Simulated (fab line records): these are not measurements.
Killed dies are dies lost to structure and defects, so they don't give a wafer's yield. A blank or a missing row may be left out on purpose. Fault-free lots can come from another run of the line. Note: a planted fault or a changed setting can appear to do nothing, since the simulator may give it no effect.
A struck lot beside a sound one || flow sky130 || 14 out of 708 route steps
Sound: the wafers L957.2, L957.3, L957.6. Wafers struck: L966.1, L966.2, L966.5. The cause is named last.
Order at every step that has rows: each side's tool, ch and its chambers, its first start. Under that, the readings that differ: sound wafers || struck wafers || difference of the means || sigmas: that difference in standard deviations of wafers without a fault.
alike: words and numbers the same on both sides, and readings whose means are apart by under 2 such deviations; not compared: readings that were withheld, readings missing a value for some wafer, numbers with overlapping values and no deviation given by the record, and bounds like >300 which may hide the same value.
A row with sigmas, a row that says differs or no value, or rows on one side alone: a step with any of these is where the two part. Numbers that don't overlap but have no deviation are shown without sigmas and don't part them. A reading that every wafer of one side lacks parts them only if that side has two wafers or more.

first, 8 steps without rows for these wafers: SKY_POLY_CUT_DEHYDRATE_00 (time 60 s); SKY_POLY_CUT_HMDS_01 (prime time 60 s); SKY_POLY_CUT_COAT_02 (resist thk 60 nm); SKY_POLY_CUT_COAT_03 (resist thk 450 nm); SKY_POLY_CUT_SOFTBAKE_04 (time 90 s); SKY_POLY_CUT_EXPOSE_05 (exposes mask NPCM, target cd 270 nm); SKY_POLY_CUT_PEB_06; SKY_POLY_CUT_DEVELOP_07 (develop time 60 s).
SKY_POLY_CUT_CD_MEAS_08 targets a cd of 270 nm.
  struck on cd-sem-02, day 29 21:38; sound on cd-sem-01, day 27 07:34
  alike: cd-nm
SKY_POLY_CUT_OVL_MEAS_09:
  struck on overlay-02, day 29 21:45; sound on overlay-02, day 27 07:40
{"reading": "POLY_CUT_OVL (nm)", "sound": "6 7 12", "struck": "-3 -14 4", "difference": -13, "sigmas": -3}
SKY_POLY_CUT_ETCH_10: etches BARC in N2/H2, stops on SiO2, time 45.9 s, target depth 60 nm.
  sound on rie-diel-04 ch 0,1,2, day 27 07:42; struck on rie-diel-04 ch 0,2, day 29 21:47
  alike: drypump-motor-current-A, oes-product-au, throttle-valve-pct
  not compared: rf-hours-counter-h
SKY_POLY_CUT_ETCH_11: etches Si3N4 in CF4/CH2F2/Ar, stops on poly-Si, time 42.5 s, target depth 60 nm.
  sound on rie-diel-04 ch 0,1,2, day 27 07:44; struck on rie-diel-04 ch 0,2, day 29 21:50
{"reading": "oes-product-au (a.u.)", "sound": "0.833 0.842 0.834", "struck": "0.824 0.813 0.820", "difference": -0.017, "sigmas": -3}
  alike: cf4-flow-sccm, drypump-motor-current-A, throttle-valve-pct
  not compared: rf-hours-counter-h
SKY_POLY_CUT_STRIP_12: strips in O2/N2.
  sound on plasma-asher-02 ch 0,1, day 27 07:47; struck on plasma-asher-01 ch 0,1, day 29 21:52
  no value came back on the struck wafers for any of 5 readings (chamber-pressure-mTorr (mTorr), drypump-motor-current-A (A) and others); on the sound wafers chamber-pressure-mTorr (mTorr) reads 1501.4 1499.5 1503.0
{"reading": "model.KrF-thick_of_POLY_CUT_COAT_03.thk-nm (nm)", "sound": "0 0 0", "struck": "408.1 406 406.4", "difference": "+406.8", "sigmas": ""}
  not compared: rf-hours-counter-h
-- record jumps: 20 days separate the struck wafers' starts on either side; left off in module POLY_CUT, taken up again in module PAD_OPEN, whose first shown step is the route's number 708 --
SKY_PAD_OPEN_PROBE_99:
  struck on prober-02, day 49 18:07; sound on prober-02, day 48 00:44
{"reading": "killed-at-front-end", "sound": "11 8 19", "struck": "435 410 426", "difference": "+411", "sigmas": "+99 or more"}
{"reading": "killed-dies", "sound": "87 84 77", "struck": "492 492 492", "difference": "+409", "sigmas": "+47"}
{"reading": "killed-on-rim", "sound": "19 18 16", "struck": "96 96 96", "difference": "+78", "sigmas": "+22"}
  alike: killed_at_M0_to_M3, killed_at_M4_up, killed-at-contacts, killed-at-other, killed-open, killed-short

WHERE THEY PART
First at SKY_POLY_CUT_OVL_MEAS_09; last, within this record, at SKY_PAD_OPEN_PROBE_99.

WHY: whatever the simulator had introduced
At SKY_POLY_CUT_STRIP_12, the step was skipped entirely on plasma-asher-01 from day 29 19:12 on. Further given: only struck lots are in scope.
